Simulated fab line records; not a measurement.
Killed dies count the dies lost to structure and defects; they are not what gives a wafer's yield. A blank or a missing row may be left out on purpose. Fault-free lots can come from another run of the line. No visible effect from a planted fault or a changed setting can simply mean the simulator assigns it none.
The same fault as seen by 2 desks + flow gf180mcu + each desk holds nothing but its own numbers, with what lay behind them at the end

## THE TOOL OWNER'S DESK: rie_diel-04
The tool's own readings at GF_M5_ETCH_09 (etches Si3N4 in CF4/O2, target depth 52 nm, time 11.6 s): means of the sampled wafers that have a number, for each lot that ran on this tool. The brackets show how far a lot's mean lies from the usual mean; more than 4 standard deviations puts the lot out of limits, marked OUT.
Columns: A = O2_flow_sccm at GF_M5_ETCH_09, usual 10.003 sccm; B = drypump_motor_current_A at GF_M5_ETCH_09, usual 5.6 A; C = oes_product_au at GF_M5_ETCH_09, usual 1.000 a.u.; D = throttle_valve_pct at GF_M5_ETCH_09, usual 5.971 %
| lot  | first seen here | A      | B   | C               | D                |
|------|-----------------|--------|-----|-----------------|------------------|
| L846 | day 26 03:23    | 9.989  | 5.6 | 0.999           | 5.974            |
| L858 | day 30 12:55    | 9.995  | 5.6 | 0.898 (-11) OUT | 5.945            |
| L861 | day 31 04:11    | 10.007 | 5.9 | 0.810 (-20) OUT | 5.911 (-6.1) OUT |
This desk's verdict: out of limits on L858, L861, starting with L858 at day 30 12:55 (oes_product_au at GF_M5_ETCH_09). In limits: L846.

## THE METROLOGY DESK
Lot by lot, what the gauges showed, no matter which tool ran the lot: averages of those sampled wafers that carry a number. The brackets show how far a lot's mean lies from the usual mean; more than 4 standard deviations puts the lot out of limits, marked OUT.
Columns: A = cd_nm at GF_M5_CD_MEAS_07, usual 280.3 nm; B = M5_OVL at GF_M5_OVL_MEAS_08, usual 2 nm
| lot  | first seen here | A     | B  |
|------|-----------------|-------|----|
| L846 | day 26 03:14    | 280.1 | 5  |
| L852 | day 28 07:56    | 281.9 | -6 |
| L858 | day 30 12:47    | 279.3 | -3 |
| L861 | day 31 04:05    | 280.1 | -3 |
| L863 | day 31 19:14    | 279.8 | 4  |
| L866 | day 32 14:18    | 281.1 | 13 |
This desk found nothing out of limits on any of the 6 lots.

## BROUGHT TOGETHER
At day 30 12:55, on L858, L861, the tool owner's desk was in a position to raise an alarm.
From the metrology desk's view, nothing was out of limits.
The metrology desk holds a record of L858, L861, inside its limits.
Every lot named ran GF_M5_ETCH_09 on rie_diel-04.

## WHAT THE SIMULATOR PUT IN
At GF_M5_ETCH_09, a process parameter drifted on rie_diel-04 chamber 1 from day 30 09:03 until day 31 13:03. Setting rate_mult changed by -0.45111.
Lots struck among those shown: L858, L861.
Delay in hours, fault start to first out-of-limits reading, by desk: the tool owner's desk at 4.
